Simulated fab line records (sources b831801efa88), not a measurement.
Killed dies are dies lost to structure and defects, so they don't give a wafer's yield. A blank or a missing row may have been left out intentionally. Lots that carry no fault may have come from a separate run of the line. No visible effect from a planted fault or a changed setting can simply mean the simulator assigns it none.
The tool behind it: which one? ; flow sky130 ; Sampling: 14 lots, 42 wafers, 4 of 708 route steps

WHAT EACH GAUGE READ, for each wafer
The record holds no reading of a measuring or inspecting step that can be judged against a usual standard deviation.

WHAT TOOL EACH LOT RAN ON (gives the tool, then ch and the chambers of the sampled wafers, and finally the start)
lot;SKY_METAL1_SPUTTER_04;SKY_METAL1_STRIP_20;SKY_VIA1_CMP_02;SKY_VIA1_STRIP_16
L418;pvd-sputter-01, day 31 18:57;plasma-asher-02 ch 1, day 32 22:37;cmp-02 ch 0,1, day 32 23:28;plasma-asher-03 ch 0,1, day 34 02:22
L419;pvd-sputter-03, day 31 21:33;plasma-asher-03 ch 0,1, day 33 01:16;cmp-02 ch 0,1,3, day 33 02:11;plasma-asher-02 ch 0,1, day 34 04:25
L421;pvd-sputter-01, day 32 13:52;plasma-asher-04 ch 0,1, day 33 16:44;cmp-02 ch 0,3, day 33 17:32;plasma-asher-01 ch 0,1, day 34 20:48
L420;pvd-sputter-03, day 32 14:52;plasma-asher-04 ch 1, day 33 17:40;cmp-02 ch 2,3, day 33 18:29;plasma-asher-01 ch 0,1, day 34 22:40
L422;pvd-sputter-01, day 32 18:55;plasma-asher-03 ch 0,1, day 33 21:25;cmp-01 ch 2,3, day 33 22:17;plasma-asher-01 ch 0,1, day 35 01:37
L431;pvd-sputter-01, day 35 22:33;plasma-asher-04 ch 0,1, day 37 00:43;cmp-01 ch 0,1, day 37 01:29;plasma-asher-03 ch 1, day 38 03:19
L432;pvd-sputter-02, day 36 05:12;plasma-asher-03 ch 0,1, day 37 07:46;cmp-02 ch 1,2,3, day 37 08:32;plasma-asher-02 ch 0,1, day 38 09:58
L435;pvd-sputter-01, day 36 20:42;plasma-asher-03 ch 0,1, day 37 22:47;cmp-02 ch 1,2,3, day 37 23:40;plasma-asher-03 ch 0,1, day 39 01:57
L436;pvd-sputter-03, day 37 11:29;plasma-asher-02 ch 0,1, day 38 13:44;cmp-02 ch 0,1,3, day 38 14:30;plasma-asher-02 ch 0,1, day 39 15:34
L437;pvd-sputter-02, day 37 15:14;plasma-asher-03 ch 0,1, day 38 16:52;cmp-01 ch 0,2,3, day 38 17:37;plasma-asher-01 ch 0,1, day 39 19:16
L438;pvd-sputter-01, day 37 18:57;plasma-asher-03 ch 0,1, day 38 21:01;cmp-01 ch 0,2,3, day 38 21:55;plasma-asher-02 ch 0,1, day 39 22:58
L439;pvd-sputter-03, day 38 03:50;plasma-asher-03 ch 0,1, day 39 05:31;cmp-02 ch 0,3, day 39 06:25;plasma-asher-01 ch 0,1, day 40 07:07
L440;pvd-sputter-02, day 38 11:02;plasma-asher-03 ch 0,1, day 39 12:43;cmp-01 ch 0,2,3, day 39 13:38;plasma-asher-02 ch 0,1, day 40 14:07
L441;pvd-sputter-01, day 38 16:45;plasma-asher-02 ch 0,1, day 39 17:52;cmp-01 ch 0,2,3, day 39 18:58;plasma-asher-01 ch 0,1, day 40 19:13
- SKY_METAL1_SPUTTER_04: material TiN, target thk 70 nm, time 58.3 s.
- SKY_METAL1_STRIP_20: strips in O2/N2.
- SKY_VIA1_CMP_02: polishes SiO2.
- SKY_VIA1_STRIP_16: strips in O2/N2.

AS READ BY THE TOOLS THEMSELVES (means over the sampled wafers that have a number; for cases with no such wafer, the mark the record gives instead)
SKY_METAL1_SPUTTER_04.
lot;tool;throttle-valve-pct (%)
L418;pvd-sputter-01;30.2
L419;pvd-sputter-03;29.6
L421;pvd-sputter-01;30.3
L420;pvd-sputter-03;30.1
L422;pvd-sputter-01;30.3
L431;pvd-sputter-01;31.0
L432;pvd-sputter-02;29.6
L435;pvd-sputter-01;30.4
L436;pvd-sputter-03;30.0
L437;pvd-sputter-02;29.4
L438;pvd-sputter-01;29.8
L439;pvd-sputter-03;30.7
L440;pvd-sputter-02;29.3
L441;pvd-sputter-01;29.9

SKY_METAL1_STRIP_20.
lot;tool;chamber-pressure-mTorr (mTorr);drypump-motor-current-A (A);oes-product-au (a.u.);strip-time-to-endpoint-s (s)
L418;plasma-asher-02;1501.0;6.0;0.340;2.66
L419;plasma-asher-03;1500.1;6.4;0.338;2.62
L421;plasma-asher-04;1499.9;5.4;0.345;2.70
L420;plasma-asher-04;1500.3;5.4;0.343;2.66
L422;plasma-asher-03;1499.5;6.4;0.344;2.68
L431;plasma-asher-04;1499.2;5.5;0.344;2.78
L432;plasma-asher-03;1500.8;6.5;0.347;2.76
L435;plasma-asher-03;1499.9;6.5;0.340;2.68
L436;plasma-asher-02;1499.5;6.1;0.341;2.65
L437;plasma-asher-03;1498.1;6.5;0.345;2.74
L438;plasma-asher-03;1499.9;6.5;0.345;2.70
L439;plasma-asher-03;1499.6;6.5;0.340;2.69
L440;plasma-asher-03;1499.6;6.5;0.338;2.66
L441;plasma-asher-02;1499.5;6.1;0.345;2.69

SKY_VIA1_CMP_02.
lot;tool;head-pressure-psi (psi);motor-current-A (A);slurry-flow-ml-min
L418;cmp-02;3.999;13.4;149.9
L419;cmp-02;3.996;13.0;149.8
L421;cmp-02;3.995;12.9;150.1
L420;cmp-02;4.011;11.0;150.2
L422;cmp-01;4.005;11.5;149.9
L431;cmp-01;4.008;13.0;150.2
L432;cmp-02;4.002;11.3;149.8
L435;cmp-02;4.006;11.6;150.0
L436;cmp-02;3.992;13.1;149.9
L437;cmp-01;4.008;12.0;150.2
L438;cmp-01;4.000;11.4;150.2
L439;cmp-02;3.999;13.0;150.2
L440;cmp-01;3.997;11.6;150.1
L441;cmp-01;3.994;11.6;150.4

SKY_VIA1_STRIP_16.
lot;tool;chamber-pressure-mTorr (mTorr);drypump-motor-current-A (A);oes-product-au (a.u.);strip-time-to-endpoint-s (s)
L418;plasma-asher-03;1499.4;6.4;0.415;4.475
L419;plasma-asher-02;1500.5;6.1;0.411;4.416
L421;plasma-asher-01;1501.5;5.5;0.419;4.503
L420;plasma-asher-01;1500.7;5.4;0.420;4.467
L422;plasma-asher-01;1501.3;5.5;0.421;4.494
L431;plasma-asher-03;-;-;-;-
L432;plasma-asher-02;-;-;-;-
L435;plasma-asher-03;1499.1;6.4;0.410;4.469
L436;plasma-asher-02;1500.5;6.1;0.421;4.450
L437;plasma-asher-01;1500.0;6.0;0.412;4.426
L438;plasma-asher-02;1499.6;6.1;0.416;4.425
L439;plasma-asher-01;1499.8;5.9;0.418;4.467
L440;plasma-asher-02;1500.2;6.1;0.412;4.437
L441;plasma-asher-01;1500.9;5.5;0.418;4.452

THE ANSWER, worked out from the rows above alone
Rule: the lots themselves supply what counts as usual. Put in order of their means at a reading, lots are off if they are a third of the lots or fewer, leave a main group of 4 or more, and stand apart from it by a gap of 3 or more times the standard deviation of the main group's means; of several such gaps the widest counts. If all means in a main group match to the digits the tables above print for the reading, that group is not used. Also off: a lot with no number at a reading for which 4 or more lots have one. Where the step has rows for the other lots, those lots are counted as sound. First the gauges in route order, then the tools' own readings, where a lot's mean is used as printed above. The first step at which some lot is off is used, and at that step the reading that is off furthest; a lot without a number counts as furthest.
Off: L431, L432 (SKY_VIA1_STRIP_16, chamber-pressure-mTorr). Without a number there: L431, L432. The main group has a mean of 1500.3 mTorr with a standard deviation of 0.71.
A tool fits if, at that step or a process step before it, it ran every lot that is off, and no sound lot after the first of them. None of those tried fits.

WHAT THE SIMULATOR HAD INSERTED
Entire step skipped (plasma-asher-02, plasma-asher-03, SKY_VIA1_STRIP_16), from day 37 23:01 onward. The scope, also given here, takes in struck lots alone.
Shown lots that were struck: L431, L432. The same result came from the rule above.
